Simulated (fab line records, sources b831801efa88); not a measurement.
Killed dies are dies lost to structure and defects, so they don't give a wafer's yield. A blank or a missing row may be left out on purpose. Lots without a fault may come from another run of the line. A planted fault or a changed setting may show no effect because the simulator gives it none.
Which tool did it? | flow gf180mcu | 12 lots, 36 wafers sampled, at 5 steps of a route of 602

WHAT THE GAUGES READ, wafer by wafer
GF_CONTACT_CD_MEAS_14: target cd 220 nm. Usual: cd_nm 219.7 nm, standard deviation 1.3.
lot  | measured     | on        | cd_nm (nm)        | flag
L931 | day 16 04:34 | cd_sem-02 | 219.7 217.8 219.2 |
L932 | day 16 05:59 | cd_sem-02 | 221.0 220.7 220.6 |
L935 | day 17 09:10 | cd_sem-01 | 220.8 220.5 220.5 |
L937 | day 18 07:32 | cd_sem-01 | 221.7 220.0 220.0 |
L938 | day 18 10:16 | cd_sem-02 | 221.0 221.1 221.5 |
L939 | day 18 19:25 | cd_sem-02 | 218.5 218.6 216.9 |
L940 | day 19 02:47 | cd_sem-01 | 219.0 217.8 218.7 |
L947 | day 22 02:50 | cd_sem-01 | 220.5 219.8 219.9 |
L948 | day 22 06:28 | cd_sem-02 | 219.8 219.3 219.6 |
L949 | day 22 16:32 | cd_sem-01 | 218.2 219.5 219.4 |
L950 | day 23 06:28 | cd_sem-02 | 218.5 219.0 220.3 |
L953 | day 24 09:10 | cd_sem-01 | 220.5 218.3 218.9 |

GF_M1_CD_MEAS_14: target cd 230 nm. Usual: cd_nm 230.2 nm, standard deviation 1.2.
lot  | measured     | on        | cd_nm (nm)        | flag
L931 | day 17 04:44 | cd_sem-02 | 229.8 228.2 229.6 |
L932 | day 17 05:14 | cd_sem-01 | 230.8 231.6 231.3 |
L935 | day 18 09:26 | cd_sem-02 | 231.0 230.4 230.8 |
L937 | day 19 08:35 | cd_sem-01 | 227.8 228.4 229.3 |
L938 | day 19 11:56 | cd_sem-01 | 229.3 231.2 230.4 |
L939 | day 19 21:28 | cd_sem-02 | 228.4 229.2 229.3 |
L940 | day 20 05:08 | cd_sem-01 | 229.6 230.8 231.0 |
L947 | day 23 03:15 | cd_sem-02 | 232.2 233.1 231.5 |
L948 | day 23 07:10 | cd_sem-02 | 241.7 240.9 242.4 | OFF
L949 | day 23 16:35 | cd_sem-02 | 243.8 243.7 244.8 | OFF
L950 | day 24 06:04 | cd_sem-02 | 237.7 237.4 237.2 | OFF
L953 | day 25 08:05 | cd_sem-01 | 230.5 231.0 229.7 |

GF_M1_OVL_MEAS_15. Usual: M1_OVL -4 nm, standard deviation 5.6.
lot  | measured     | on         | M1_OVL (nm) | flag
L931 | day 17 04:51 | overlay-01 | -6 -1 -2    |
L932 | day 17 05:21 | overlay-02 | -9 -5 -9    |
L935 | day 18 09:33 | overlay-01 | -5 -5 -6    |
L937 | day 19 08:42 | overlay-02 | -9 -14 -10  |
L938 | day 19 12:03 | overlay-02 | -10 -16 -11 |
L939 | day 19 21:35 | overlay-02 | -10 -9 -4   |
L940 | day 20 05:15 | overlay-01 | 6 2 0       |
L947 | day 23 03:21 | overlay-01 | -3 -7 -6    |
L948 | day 23 07:16 | overlay-02 | -1 -6 -5    |
L949 | day 23 16:42 | overlay-02 | -5 -4 -6    |
L950 | day 24 06:11 | overlay-02 | -5 -10 -3   |
L953 | day 25 08:12 | overlay-02 | 5 0 4       |

WHICH TOOL RAN EACH LOT (tool, then ch and the chambers of the sampled wafers, then the start)
lot  | GF_CONTACT_SPUTTER_22        | GF_M1_EXPOSE_11
L931 | pvd_sputter-03, day 16 05:11 | krf_scanner-01 ch 0, day 16 18:25
L932 | pvd_sputter-01, day 16 06:35 | krf_scanner-01 ch 0, day 16 18:32
L935 | pvd_sputter-01, day 17 09:47 | krf_scanner-01 ch 0, day 17 22:23
L937 | pvd_sputter-02, day 18 08:09 | krf_scanner-01 ch 0, day 18 20:36
L938 | pvd_sputter-02, day 18 10:55 | krf_scanner-01 ch 0, day 19 00:11
L939 | pvd_sputter-01, day 18 20:03 | krf_scanner-02 ch 0, day 19 09:37
L940 | pvd_sputter-01, day 19 03:24 | krf_scanner-02 ch 0, day 19 16:13
L947 | pvd_sputter-02, day 22 03:26 | krf_scanner-02 ch 0, day 22 16:00
L948 | pvd_sputter-02, day 22 07:03 | krf_scanner-01 ch 0, day 22 19:20
L949 | pvd_sputter-02, day 22 17:09 | krf_scanner-01 ch 0, day 23 06:08
L950 | pvd_sputter-01, day 23 07:11 | krf_scanner-01 ch 0, day 23 19:02
L953 | pvd_sputter-03, day 24 09:48 | krf_scanner-02 ch 0, day 24 21:21
- GF_CONTACT_SPUTTER_22: material Ti, target thk 15 nm, time 80.02 s.
- GF_M1_EXPOSE_11: exposes mask Metal1, target cd 230 nm.

WHAT THE TOOLS THEMSELVES READ (means of the sampled wafers that have a number; where no wafer has one, the mark that the record gives instead)
GF_CONTACT_SPUTTER_22. Usual: throttle_valve_pct 29.8 %, standard deviation 0.78.
lot  | tool           | throttle_valve_pct (%) | flag
L931 | pvd_sputter-03 | 29.0                   |
L932 | pvd_sputter-01 | 30.4                   |
L935 | pvd_sputter-01 | 29.8                   |
L937 | pvd_sputter-02 | 29.9                   |
L938 | pvd_sputter-02 | 29.8                   |
L939 | pvd_sputter-01 | 29.8                   |
L940 | pvd_sputter-01 | 30.8                   |
L947 | pvd_sputter-02 | 29.9                   |
L948 | pvd_sputter-02 | 30.0                   |
L949 | pvd_sputter-02 | 30.4                   |
L950 | pvd_sputter-01 | 29.7                   |
L953 | pvd_sputter-03 | 29.1                   |

GF_M1_EXPOSE_11. Usual: exposure_dose_mJ_cm2 27.984, standard deviation 0.027; stage_vel_mm_s 500.02 mm/s, standard deviation 0.26.
lot  | tool           | exposure_dose_mJ_cm2 | stage_vel_mm_s (mm/s) | flag
L931 | krf_scanner-01 | 27.979               | 500.03                |
L932 | krf_scanner-01 | 27.993               | 499.95                |
L935 | krf_scanner-01 | 28.008               | 499.82                |
L937 | krf_scanner-01 | 28.011               | 499.99                |
L938 | krf_scanner-01 | 28.003               | 500.34                |
L939 | krf_scanner-02 | 27.986               | 500.22                |
L940 | krf_scanner-02 | 28.004               | 500.08                |
L947 | krf_scanner-02 | 27.980               | 499.90                |
L948 | krf_scanner-01 | 25.710               | 500.31                | OFF
L949 | krf_scanner-01 | 25.719               | 500.14                | OFF
L950 | krf_scanner-01 | 26.527               | 500.12                | OFF
L953 | krf_scanner-02 | 27.991               | 500.04                |

THE ANSWER, worked out from the rows above alone
Rule: a lot is off if the mean of its wafers that have a number lies more than 3 standard deviations from the usual mean. A lot without any number at a reading at which 4 lots or more have one is off too. The other lots that the step has rows for count as sound. The gauges are gone through in route order, then the tools' own readings, and for those a lot's mean is taken as printed above. The first step at which some lot is off is used, and at that step the reading that is off furthest; a lot without a number counts as furthest.
Off: L948, L949, L950, at GF_M1_CD_MEAS_14 (cd_nm).
A tool fits if, at a process step before that reading, it ran every lot that is off, and no sound lot after the first of them. The gauges at GF_M1_CD_MEAS_14 aren't tried: what is off there is off at GF_M1_EXPOSE_11 too, on other tools, and a gauge's error can't cause that. One fits: krf_scanner-01 at GF_M1_EXPOSE_11. Its last sound lot is L938 (day 19 00:11), its first lot that is off L948 (day 22 19:20): a fault that began between those two fits.
The tool's own readings at GF_M1_EXPOSE_11 bear it out: on the lots that are off they differ by more than 5 times the standard deviation of the sound lots' means. exposure_dose_mJ_cm2 reads 25.985 there against 27.995 on the sound lots.

WHAT THE SIMULATOR HAD PUT IN
Process parameter drift: krf_scanner-01, from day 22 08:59 on, at GF_M1_EXPOSE_11. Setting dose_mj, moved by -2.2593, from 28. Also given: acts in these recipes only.
Lots struck among those shown: L948, L949, L950. The rule above found the same.
